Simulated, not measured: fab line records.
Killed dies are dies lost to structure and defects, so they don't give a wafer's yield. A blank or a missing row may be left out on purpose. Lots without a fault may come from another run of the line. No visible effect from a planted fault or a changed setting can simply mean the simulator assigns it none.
The tool behind it: which one? :: flow gf180mcu :: 24 lots, 72 wafers sampled, at 6 steps of a route of 602

WHAT THE GAUGES READ, wafer by wafer
GF_SAB_CD_MEAS_09: target cd 420 nm. Usual: cdNm 420.0 nm, standard deviation 2.7.
lot: L074
measured: day 15 03:58
on: cdSem-01
cdNm (nm): 422.6 420.6 422.1
flag: 

lot: L075
measured: day 15 12:42
on: cdSem-01
cdNm (nm): 418.4 416.8 417.9
flag: 

lot: L076
measured: day 15 15:32
on: cdSem-02
cdNm (nm): 422.7 419.9 418.7
flag: 

lot: L077
measured: day 16 10:55
on: cdSem-01
cdNm (nm): 418.3 419.1 418.6
flag: 

lot: L078
measured: day 16 18:45
on: cdSem-02
cdNm (nm): 421.6 424.4 421.2
flag: 

lot: L079
measured: day 17 03:47
on: cdSem-01
cdNm (nm): 421.1 420.6 422.4
flag: 

lot: L080
measured: day 17 02:47
on: cdSem-01
cdNm (nm): 414.8 412.8 415.4
flag: 

lot: L081
measured: day 17 11:39
on: cdSem-01
cdNm (nm): 416.6 416.4 417.5
flag: 

lot: L082
measured: day 18 03:20
on: cdSem-01
cdNm (nm): 417.9 415.9 416.6
flag: 

lot: L083
measured: day 18 09:48
on: cdSem-01
cdNm (nm): 418.8 422.2 420.2
flag: 

lot: L084
measured: day 18 19:51
on: cdSem-01
cdNm (nm): 420.5 421.1 421.4
flag: 

lot: L085
measured: day 19 07:17
on: cdSem-02
cdNm (nm): 421.0 423.1 422.6
flag: 

lot: L087
measured: day 19 15:38
on: cdSem-01
cdNm (nm): 419.4 418.7 417.5
flag: 

lot: L086
measured: day 20 07:11
on: cdSem-01
cdNm (nm): 421.6 420.0 422.3
flag: 

lot: L088
measured: day 20 01:34
on: cdSem-01
cdNm (nm): 419.2 421.8 420.3
flag: 

lot: L089
measured: day 20 13:53
on: cdSem-02
cdNm (nm): 423.4 422.8 422.0
flag: 

lot: L090
measured: day 21 01:22
on: cdSem-01
cdNm (nm): 423.3 421.3 421.3
flag: 

lot: L091
measured: day 21 04:14
on: cdSem-01
cdNm (nm): 420.8 422.8 424.7
flag: 

lot: L092
measured: day 21 11:37
on: cdSem-02
cdNm (nm): 421.5 422.8 421.8
flag: 

lot: L093
measured: day 21 20:21
on: cdSem-01
cdNm (nm): 420.9 423.2 421.0
flag: 

lot: L094
measured: day 22 10:55
on: cdSem-02
cdNm (nm): 415.5 415.2 415.1
flag: 

lot: L095
measured: day 22 14:29
on: cdSem-01
cdNm (nm): 420.9 421.4 421.0
flag: 

lot: L096
measured: day 22 16:44
on: cdSem-01
cdNm (nm): 415.0 414.7 416.7
flag: 

lot: L097
measured: day 23 04:37
on: cdSem-02
cdNm (nm): 425.2 422.8 422.9
flag: 

GF_V3_BOW_MEAS_05. Usual: V3_BOW gives 116 um (standard deviation 9.1).
lot: L074
measured: day 21 11:04
on: filmMetro-02
V3_BOW (um): 119 112 115
flag: 

lot: L075
measured: day 21 19:50
on: filmMetro-01
V3_BOW (um): 119 117 130
flag: 

lot: L076
measured: day 22 00:14
on: filmMetro-04
V3_BOW (um): 109 114 107
flag: 

lot: L077
measured: day 22 19:55
on: filmMetro-04
V3_BOW (um): 131 112 113
flag: 

lot: L078
measured: day 23 04:38
on: filmMetro-04
V3_BOW (um): 123 119 115
flag: 

lot: L079
measured: day 23 13:48
on: filmMetro-01
V3_BOW (um): 91 113 103
flag: 

lot: L080
measured: day 23 13:41
on: filmMetro-04
V3_BOW (um): 135 122 120
flag: 

lot: L081
measured: day 23 20:56
on: filmMetro-02
V3_BOW (um): 119 121 117
flag: 

lot: L082
measured: day 24 11:50
on: filmMetro-01
V3_BOW (um): 117 123 124
flag: 

lot: L083
measured: day 24 16:40
on: filmMetro-01
V3_BOW (um): 108 115 137
flag: 

lot: L084
measured: day 25 03:01
on: filmMetro-01
V3_BOW (um): 102 98 116
flag: 

lot: L085
measured: day 25 14:27
on: filmMetro-04
V3_BOW (um): 106 114 106
flag: 

lot: L087
measured: day 25 20:54
on: filmMetro-02
V3_BOW (um): 134 122 120
flag: 

lot: L086
measured: day 26 08:37
on: filmMetro-01
V3_BOW (um): 126 117 125
flag: 

lot: L088
measured: day 26 02:37
on: filmMetro-02
V3_BOW (um): 100 131 126
flag: 

lot: L089
measured: day 26 14:33
on: filmMetro-01
V3_BOW (um): 127 123 125
flag: 

lot: L090
measured: day 27 00:16
on: filmMetro-01
V3_BOW (um): 107 110 102
flag: 

lot: L091
measured: day 27 03:44
on: filmMetro-01
V3_BOW (um): 107 131 125
flag: 

lot: L092
measured: day 27 11:13
on: filmMetro-02
V3_BOW (um): 110 121 113
flag: 

lot: L093
measured: day 27 18:01
on: filmMetro-04
V3_BOW (um): 117 109 101
flag: 

lot: L094
measured: day 28 08:40
on: filmMetro-02
V3_BOW (um): 110 117 102
flag: 

lot: L095
measured: day 28 10:55
on: filmMetro-02
V3_BOW (um): 100 108 123
flag: 

lot: L096
measured: day 28 11:32
on: filmMetro-02
V3_BOW (um): 118 117 122
flag: 

lot: L097
measured: day 28 20:22
on: filmMetro-01
V3_BOW (um): 102 114 112
flag: 

GF_V3_CD_MEAS_14: target cd 260 nm. Usual: cdNm 260.3 nm, standard deviation 1.2.
lot: L074
measured: day 22 10:52
on: cdSem-01
cdNm (nm): 258.9 259.7 259.7
flag: 

lot: L075
measured: day 22 18:47
on: cdSem-02
cdNm (nm): 258.9 260.4 259.4
flag: 

lot: L076
measured: day 22 22:49
on: cdSem-01
cdNm (nm): 262.2 262.1 262.8
flag: 

lot: L077
measured: day 23 18:49
on: cdSem-01
cdNm (nm): 260.2 259.8 261.1
flag: 

lot: L078
measured: day 24 03:08
on: cdSem-01
cdNm (nm): 258.6 258.1 258.5
flag: 

lot: L079
measured: day 24 12:32
on: cdSem-02
cdNm (nm): 260.1 259.9 259.3
flag: 

lot: L080
measured: day 24 12:06
on: cdSem-02
cdNm (nm): 259.3 259.0 259.7
flag: 

lot: L081
measured: day 24 18:37
on: cdSem-01
cdNm (nm): 258.7 259.5 258.5
flag: 

lot: L082
measured: day 25 09:47
on: cdSem-01
cdNm (nm): 259.3 260.5 259.9
flag: 

lot: L083
measured: day 25 14:15
on: cdSem-01
cdNm (nm): 260.7 261.8 260.6
flag: 

lot: L084
measured: day 26 00:11
on: cdSem-02
cdNm (nm): 261.7 261.0 262.2
flag: 

lot: L085
measured: day 26 10:47
on: cdSem-02
cdNm (nm): 260.6 261.7 261.1
flag: 

lot: L087
measured: day 26 17:17
on: cdSem-01
cdNm (nm): 262.3 260.2 261.1
flag: 

lot: L086
measured: day 27 05:23
on: cdSem-01
cdNm (nm): 258.9 260.3 258.6
flag: 

lot: L088
measured: day 26 22:00
on: cdSem-02
cdNm (nm): 262.6 260.7 262.8
flag: 

lot: L089
measured: day 27 11:32
on: cdSem-02
cdNm (nm): 260.9 260.3 260.7
flag: 

lot: L090
measured: day 27 20:22
on: cdSem-01
cdNm (nm): 261.1 259.0 261.5
flag: 

lot: L091
measured: day 28 00:01
on: cdSem-01
cdNm (nm): 261.7 260.8 261.5
flag: 

lot: L092
measured: day 28 07:18
on: cdSem-01
cdNm (nm): 260.1 261.0 260.7
flag: 

lot: L093
measured: day 28 13:44
on: cdSem-02
cdNm (nm): 260.4 259.6 258.8
flag: 

lot: L094
measured: day 29 03:29
on: cdSem-02
cdNm (nm): 258.6 259.9 259.5
flag: 

lot: L095
measured: day 29 05:32
on: cdSem-01
cdNm (nm): 259.1 258.7 258.9
flag: 

lot: L096
measured: day 29 06:57
on: cdSem-02
cdNm (nm): 262.1 262.3 262.3
flag: 

lot: L097
measured: day 29 15:51
on: cdSem-02
cdNm (nm): 261.7 260.3 261.8
flag: 

GF_M5_OVL_MEAS_08. Usual: M5_OVL gives -3 nm (standard deviation 4.6).
lot: L074
measured: day 26 07:05
on: overlay-02
M5_OVL (nm): -4 1 -5
flag: 

lot: L075
measured: day 26 15:25
on: overlay-02
M5_OVL (nm): 2 -7 5
flag: 

lot: L076
measured: day 26 23:40
on: overlay-01
M5_OVL (nm): -10 -9 2
flag: 

lot: L077
measured: day 27 13:44
on: overlay-01
M5_OVL (nm): -1 1 -9
flag: 

lot: L078
measured: day 27 19:54
on: overlay-01
M5_OVL (nm): -4 -5 -8
flag: 

lot: L079
measured: day 28 07:01
on: overlay-01
M5_OVL (nm): 1 -6 -5
flag: 

lot: L080
measured: day 28 06:53
on: overlay-01
M5_OVL (nm): -2 4 2
flag: 

lot: L081
measured: day 28 10:18
on: overlay-01
M5_OVL (nm): -12 1 -8
flag: 

lot: L082
measured: day 29 00:10
on: overlay-01
M5_OVL (nm): -2 5 -6
flag: 

lot: L083
measured: day 29 03:33
on: overlay-01
M5_OVL (nm): 2 -5 3
flag: 

lot: L084
measured: day 29 10:54
on: overlay-02
M5_OVL (nm): -1 -9 -4
flag: 

lot: L085
measured: day 30 00:40
on: overlay-01
M5_OVL (nm): 8 12 4
flag: 

lot: L087
measured: day 30 05:27
on: overlay-02
M5_OVL (nm): 5 4 2
flag: 

lot: L086
measured: day 30 13:30
on: overlay-02
M5_OVL (nm): 4 4 -1
flag: 

lot: L088
measured: day 30 06:56
on: overlay-01
M5_OVL (nm): -1 -2 -5
flag: 

lot: L089
measured: day 30 21:48
on: overlay-02
M5_OVL (nm): -2 0 1
flag: 

lot: L090
measured: day 31 02:55
on: overlay-02
M5_OVL (nm): -3 4 -3
flag: 

lot: L091
measured: day 31 07:40
on: overlay-01
M5_OVL (nm): -4 -5 -6
flag: 

lot: L092
measured: day 31 16:54
on: overlay-01
M5_OVL (nm): -6 -7 -11
flag: 

lot: L093
measured: day 31 21:18
on: overlay-02
M5_OVL (nm): -1 -11 -6
flag: 

lot: L094
measured: day 32 07:40
on: overlay-01
M5_OVL (nm): -5 1 -9
flag: 

lot: L095
measured: day 32 10:07
on: overlay-02
M5_OVL (nm): -3 -4 -1
flag: 

lot: L096
measured: day 32 10:29
on: overlay-01
M5_OVL (nm): -4 -7 -1
flag: 

lot: L097
measured: day 32 20:28
on: overlay-02
M5_OVL (nm): 1 -1 4
flag: 

WHAT TOOL EACH LOT RAN ON (gives the tool, then ch and the chambers of the sampled wafers, and finally the start)
lot: L074
GF_NWELL_STRIP_10: plasmaAsher-04 ch 0,1, day 3 10:49
GF_M3_STRIP_17: plasmaAsher-01 ch 0,1, day 21 09:57

lot: L075
GF_NWELL_STRIP_10: plasmaAsher-04 ch 0,1, day 3 15:32
GF_M3_STRIP_17: plasmaAsher-01 ch 0,1, day 21 18:44

lot: L076
GF_NWELL_STRIP_10: plasmaAsher-03 ch 0,1, day 3 18:46
GF_M3_STRIP_17: plasmaAsher-03 ch 0,1, day 21 23:07

lot: L077
GF_NWELL_STRIP_10: plasmaAsher-01 ch 0,1, day 4 02:43
GF_M3_STRIP_17: plasmaAsher-04 ch 0,1, day 22 18:44

lot: L078
GF_NWELL_STRIP_10: plasmaAsher-01 ch 0,1, day 4 08:04
GF_M3_STRIP_17: plasmaAsher-01 ch 0,1, day 23 03:30

lot: L079
GF_NWELL_STRIP_10: plasmaAsher-03 ch 0,1, day 4 12:55
GF_M3_STRIP_17: plasmaAsher-01 ch 0,1, day 23 12:41

lot: L080
GF_NWELL_STRIP_10: plasmaAsher-04 ch 0,1, day 4 16:21
GF_M3_STRIP_17: plasmaAsher-03 ch 0,1, day 23 12:33

lot: L081
GF_NWELL_STRIP_10: plasmaAsher-04 ch 0, day 4 20:01
GF_M3_STRIP_17: plasmaAsher-03 ch 0,1, day 23 19:42

lot: L082
GF_NWELL_STRIP_10: plasmaAsher-01 ch 0,1, day 5 01:58
GF_M3_STRIP_17: plasmaAsher-03 ch 0,1, day 24 10:44

lot: L083
GF_NWELL_STRIP_10: plasmaAsher-03 ch 0,1, day 5 09:07
GF_M3_STRIP_17: plasmaAsher-04 ch 0,1, day 24 15:34

lot: L084
GF_NWELL_STRIP_10: plasmaAsher-04 ch 0,1, day 5 14:58
GF_M3_STRIP_17: plasmaAsher-01 ch 0,1, day 25 01:53

lot: L085
GF_NWELL_STRIP_10: plasmaAsher-04 ch 0,1, day 5 19:15
GF_M3_STRIP_17: plasmaAsher-04 ch 0,1, day 25 13:17

lot: L087
GF_NWELL_STRIP_10: plasmaAsher-01 ch 0,1, day 6 05:44
GF_M3_STRIP_17: plasmaAsher-03 ch 0,1, day 25 19:46

lot: L086
GF_NWELL_STRIP_10: plasmaAsher-04 ch 0,1, day 6 06:22
GF_M3_STRIP_17: plasmaAsher-04 ch 0,1, day 26 07:26

lot: L088
GF_NWELL_STRIP_10: plasmaAsher-04 ch 0,1, day 6 11:49
GF_M3_STRIP_17: plasmaAsher-04 ch 0,1, day 26 01:29

lot: L089
GF_NWELL_STRIP_10: plasmaAsher-01 ch 0,1, day 6 16:52
GF_M3_STRIP_17: plasmaAsher-01 ch 0,1, day 26 13:27

lot: L090
GF_NWELL_STRIP_10: plasmaAsher-01 ch 0,1, day 6 23:22
GF_M3_STRIP_17: plasmaAsher-04 ch 0,1, day 26 23:07

lot: L091
GF_NWELL_STRIP_10: plasmaAsher-01 ch 0,1, day 7 04:41
GF_M3_STRIP_17: plasmaAsher-04 ch 0,1, day 27 02:36

lot: L092
GF_NWELL_STRIP_10: plasmaAsher-01 ch 1, day 7 08:53
GF_M3_STRIP_17: plasmaAsher-03 ch 0,1, day 27 10:05

lot: L093
GF_NWELL_STRIP_10: plasmaAsher-04 ch 0,1, day 7 14:53
GF_M3_STRIP_17: plasmaAsher-03 ch 0,1, day 27 16:55

lot: L094
GF_NWELL_STRIP_10: plasmaAsher-01 ch 0,1, day 7 20:45
GF_M3_STRIP_17: plasmaAsher-01 ch 0,1, day 28 07:05

lot: L095
GF_NWELL_STRIP_10: plasmaAsher-03 ch 0,1, day 8 01:52
GF_M3_STRIP_17: plasmaAsher-01 ch 1, day 28 07:37

lot: L096
GF_NWELL_STRIP_10: plasmaAsher-04 ch 0,1, day 8 06:58
GF_M3_STRIP_17: plasmaAsher-03 ch 0,1, day 28 09:28

lot: L097
GF_NWELL_STRIP_10: plasmaAsher-03 ch 1, day 8 15:22
GF_M3_STRIP_17: plasmaAsher-03 ch 0,1, day 28 19:14
- GF_NWELL_STRIP_10: strips in O2/N2.
- GF_M3_STRIP_17: strips in O2/N2.

AS READ BY THE TOOLS THEMSELVES (means over the sampled wafers that have a number; for cases with no such wafer, the mark the record gives instead)
GF_NWELL_STRIP_10. Usual: drypumpMotorCurrentA 5.6 A, standard deviation 0.41; heaterPowerW 356 W, standard deviation 31; oesProductAu 0.722 a.u., standard deviation 0.0047; stripTimeToEndpointS 36.96 s, standard deviation 0.1.
lot: L074
tool: plasmaAsher-04
drypumpMotorCurrentA (A): 5.2
heaterPowerW (W): 353
oesProductAu (a.u.): 0.720
stripTimeToEndpointS (s): 36.98
flag: 

lot: L075
tool: plasmaAsher-04
drypumpMotorCurrentA (A): 5.2
heaterPowerW (W): 348
oesProductAu (a.u.): 0.724
stripTimeToEndpointS (s): 37.04
flag: 

lot: L076
tool: plasmaAsher-03
drypumpMotorCurrentA (A): 6.0
heaterPowerW (W): 381
oesProductAu (a.u.): 0.723
stripTimeToEndpointS (s): 36.97
flag: 

lot: L077
tool: plasmaAsher-01
drypumpMotorCurrentA (A): 5.7
heaterPowerW (W): 340
oesProductAu (a.u.): 0.725
stripTimeToEndpointS (s): 36.88
flag: 

lot: L078
tool: plasmaAsher-01
drypumpMotorCurrentA (A): 5.7
heaterPowerW (W): 337
oesProductAu (a.u.): 0.720
stripTimeToEndpointS (s): 37.09
flag: 

lot: L079
tool: plasmaAsher-03
drypumpMotorCurrentA (A): 6.1
heaterPowerW (W): 358
oesProductAu (a.u.): 0.722
stripTimeToEndpointS (s): 36.93
flag: 

lot: L080
tool: plasmaAsher-04
drypumpMotorCurrentA (A): 5.2
heaterPowerW (W): 353
oesProductAu (a.u.): 0.724
stripTimeToEndpointS (s): 36.86
flag: 

lot: L081
tool: plasmaAsher-04
drypumpMotorCurrentA (A): 4.9
heaterPowerW (W): 350
oesProductAu (a.u.): 0.723
stripTimeToEndpointS (s): 36.98
flag: 

lot: L082
tool: plasmaAsher-01
drypumpMotorCurrentA (A): 5.7
heaterPowerW (W): 358
oesProductAu (a.u.): 0.717
stripTimeToEndpointS (s): 36.90
flag: 

lot: L083
tool: plasmaAsher-03
drypumpMotorCurrentA (A): 6.1
heaterPowerW (W): 355
oesProductAu (a.u.): 0.724
stripTimeToEndpointS (s): 37.13
flag: 

lot: L084
tool: plasmaAsher-04
drypumpMotorCurrentA (A): 5.2
heaterPowerW (W): 356
oesProductAu (a.u.): 0.724
stripTimeToEndpointS (s): 37.03
flag: 

lot: L085
tool: plasmaAsher-04
drypumpMotorCurrentA (A): 5.5
heaterPowerW (W): 358
oesProductAu (a.u.): 0.721
stripTimeToEndpointS (s): 37.03
flag: 

lot: L087
tool: plasmaAsher-01
drypumpMotorCurrentA (A): 5.7
heaterPowerW (W): 358
oesProductAu (a.u.): 0.725
stripTimeToEndpointS (s): 36.98
flag: 

lot: L086
tool: plasmaAsher-04
drypumpMotorCurrentA (A): 5.5
heaterPowerW (W): 361
oesProductAu (a.u.): 0.725
stripTimeToEndpointS (s): 36.98
flag: 

lot: L088
tool: plasmaAsher-04
drypumpMotorCurrentA (A): 5.5
heaterPowerW (W): 363
oesProductAu (a.u.): 0.723
stripTimeToEndpointS (s): 37.05
flag: 

lot: L089
tool: plasmaAsher-01
drypumpMotorCurrentA (A): 5.7
heaterPowerW (W): 333
oesProductAu (a.u.): 0.719
stripTimeToEndpointS (s): 36.91
flag: 

lot: L090
tool: plasmaAsher-01
drypumpMotorCurrentA (A): 5.7
heaterPowerW (W): 341
oesProductAu (a.u.): 0.724
stripTimeToEndpointS (s): 36.92
flag: 

lot: L091
tool: plasmaAsher-01
drypumpMotorCurrentA (A): 5.7
heaterPowerW (W): 334
oesProductAu (a.u.): 0.725
stripTimeToEndpointS (s): 36.95
flag: 

lot: L092
tool: plasmaAsher-01
drypumpMotorCurrentA (A): 5.6
heaterPowerW (W): 385
oesProductAu (a.u.): 0.726
stripTimeToEndpointS (s): 36.87
flag: 

lot: L093
tool: plasmaAsher-04
drypumpMotorCurrentA (A): 5.5
heaterPowerW (W): 363
oesProductAu (a.u.): 0.720
stripTimeToEndpointS (s): 36.98
flag: 

lot: L094
tool: plasmaAsher-01
drypumpMotorCurrentA (A): 5.7
heaterPowerW (W): 360
oesProductAu (a.u.): 0.721
stripTimeToEndpointS (s): 36.90
flag: 

lot: L095
tool: plasmaAsher-03
drypumpMotorCurrentA (A): 6.1
heaterPowerW (W): 355
oesProductAu (a.u.): 0.719
stripTimeToEndpointS (s): 36.88
flag: 

lot: L096
tool: plasmaAsher-04
drypumpMotorCurrentA (A): 5.2
heaterPowerW (W): 360
oesProductAu (a.u.): 0.721
stripTimeToEndpointS (s): 36.84
flag: 

lot: L097
tool: plasmaAsher-03
drypumpMotorCurrentA (A): 5.9
heaterPowerW (W): 407
oesProductAu (a.u.): 0.724
stripTimeToEndpointS (s): 37.07
flag: 

GF_M3_STRIP_17. Usual: drypumpMotorCurrentA 5.7 A, standard deviation 0.38; heaterPowerW 362 W, standard deviation 35; oesProductAu 0.558 a.u., standard deviation 0.0046; stripTimeToEndpointS 7.89 s, standard deviation 0.039.
lot: L074
tool: plasmaAsher-01
drypumpMotorCurrentA (A): 5.7
heaterPowerW (W): 334
oesProductAu (a.u.): 0.561
stripTimeToEndpointS (s): 7.92
flag: 

lot: L075
tool: plasmaAsher-01
drypumpMotorCurrentA (A): 5.7
heaterPowerW (W): 356
oesProductAu (a.u.): 0.556
stripTimeToEndpointS (s): 7.92
flag: 

lot: L076
tool: plasmaAsher-03
drypumpMotorCurrentA (A): 6.0
heaterPowerW (W): 388
oesProductAu (a.u.): 0.557
stripTimeToEndpointS (s): 7.93
flag: 

lot: L077
tool: plasmaAsher-04
drypumpMotorCurrentA (A): 5.2
heaterPowerW (W): 353
oesProductAu (a.u.): 0.557
stripTimeToEndpointS (s): 7.85
flag: 

lot: L078
tool: plasmaAsher-01
drypumpMotorCurrentA (A): 5.7
heaterPowerW (W): 339
oesProductAu (a.u.): 0.561
stripTimeToEndpointS (s): 7.86
flag: 

lot: L079
tool: plasmaAsher-01
drypumpMotorCurrentA (A): 5.7
heaterPowerW (W): 338
oesProductAu (a.u.): 0.557
stripTimeToEndpointS (s): 7.81
flag: 

lot: L080
tool: plasmaAsher-03
drypumpMotorCurrentA (A): 6.1
heaterPowerW (W): 361
oesProductAu (a.u.): 0.560
stripTimeToEndpointS (s): 7.84
flag: 

lot: L081
tool: plasmaAsher-03
drypumpMotorCurrentA (A): 6.0
heaterPowerW (W): 388
oesProductAu (a.u.): 0.556
stripTimeToEndpointS (s): 7.89
flag: 

lot: L082
tool: plasmaAsher-03
drypumpMotorCurrentA (A): 6.1
heaterPowerW (W): 368
oesProductAu (a.u.): 0.559
stripTimeToEndpointS (s): 7.95
flag: 

lot: L083
tool: plasmaAsher-04
drypumpMotorCurrentA (A): 5.2
heaterPowerW (W): 353
oesProductAu (a.u.): 0.553
stripTimeToEndpointS (s): 7.83
flag: 

lot: L084
tool: plasmaAsher-01
drypumpMotorCurrentA (A): 5.7
heaterPowerW (W): 362
oesProductAu (a.u.): 0.560
stripTimeToEndpointS (s): 7.91
flag: 

lot: L085
tool: plasmaAsher-04
drypumpMotorCurrentA (A): 5.2
heaterPowerW (W): 351
oesProductAu (a.u.): 0.560
stripTimeToEndpointS (s): 7.92
flag: 

lot: L087
tool: plasmaAsher-03
drypumpMotorCurrentA (A): 6.0
heaterPowerW (W): 387
oesProductAu (a.u.): 0.563
stripTimeToEndpointS (s): 7.92
flag: 

lot: L086
tool: plasmaAsher-04
drypumpMotorCurrentA (A): 5.2
heaterPowerW (W): 347
oesProductAu (a.u.): 0.557
stripTimeToEndpointS (s): 7.89
flag: 

lot: L088
tool: plasmaAsher-04
drypumpMotorCurrentA (A): 5.5
heaterPowerW (W): 371
oesProductAu (a.u.): 0.558
stripTimeToEndpointS (s): 7.87
flag: 

lot: L089
tool: plasmaAsher-01
drypumpMotorCurrentA (A): 5.7
heaterPowerW (W): 340
oesProductAu (a.u.): 0.558
stripTimeToEndpointS (s): 7.90
flag: 

lot: L090
tool: plasmaAsher-04
drypumpMotorCurrentA (A): 5.5
heaterPowerW (W): 370
oesProductAu (a.u.): 0.557
stripTimeToEndpointS (s): 7.89
flag: 

lot: L091
tool: plasmaAsher-04
drypumpMotorCurrentA (A): 5.2
heaterPowerW (W): 360
oesProductAu (a.u.): 0.565
stripTimeToEndpointS (s): 7.90
flag: 

lot: L092
tool: plasmaAsher-03
drypumpMotorCurrentA (A): 6.1
heaterPowerW (W): 362
oesProductAu (a.u.): 0.556
stripTimeToEndpointS (s): 7.89
flag: 

lot: L093
tool: plasmaAsher-03
drypumpMotorCurrentA (A): 6.0
heaterPowerW (W): 386
oesProductAu (a.u.): 0.554
stripTimeToEndpointS (s): 7.87
flag: 

lot: L094
tool: plasmaAsher-01
drypumpMotorCurrentA (A): 5.7
heaterPowerW (W): 335
oesProductAu (a.u.): 0.558
stripTimeToEndpointS (s): 7.91
flag: 

lot: L095
tool: plasmaAsher-01
drypumpMotorCurrentA (A): 5.6
heaterPowerW (W): 384
oesProductAu (a.u.): 0.553
stripTimeToEndpointS (s): 7.84
flag: 

lot: L096
tool: plasmaAsher-03
drypumpMotorCurrentA (A): 6.0
heaterPowerW (W): 362
oesProductAu (a.u.): 0.556
stripTimeToEndpointS (s): 7.87
flag: 

lot: L097
tool: plasmaAsher-03
drypumpMotorCurrentA (A): 6.0
heaterPowerW (W): 384
oesProductAu (a.u.): 0.560
stripTimeToEndpointS (s): 7.89
flag: 

THE ANSWER, worked out from the rows above alone
Rule: take the mean of a lot's wafers that have a number; if it is more than 3 standard deviations from the usual mean, the lot is off. A lot without any number at a reading at which 4 lots or more have one is off too. The other lots that the step has rows for count as sound. Order of review: gauges by route order, followed by the tools' own readings, for which a lot's mean as printed above is used. At the first step where some lot is off, the reading lying furthest off is the one used; lots without a number count as furthest.
No lot is off at any reading shown: from this, nothing can be told.

WHAT THE SIMULATOR HAD INSERTED
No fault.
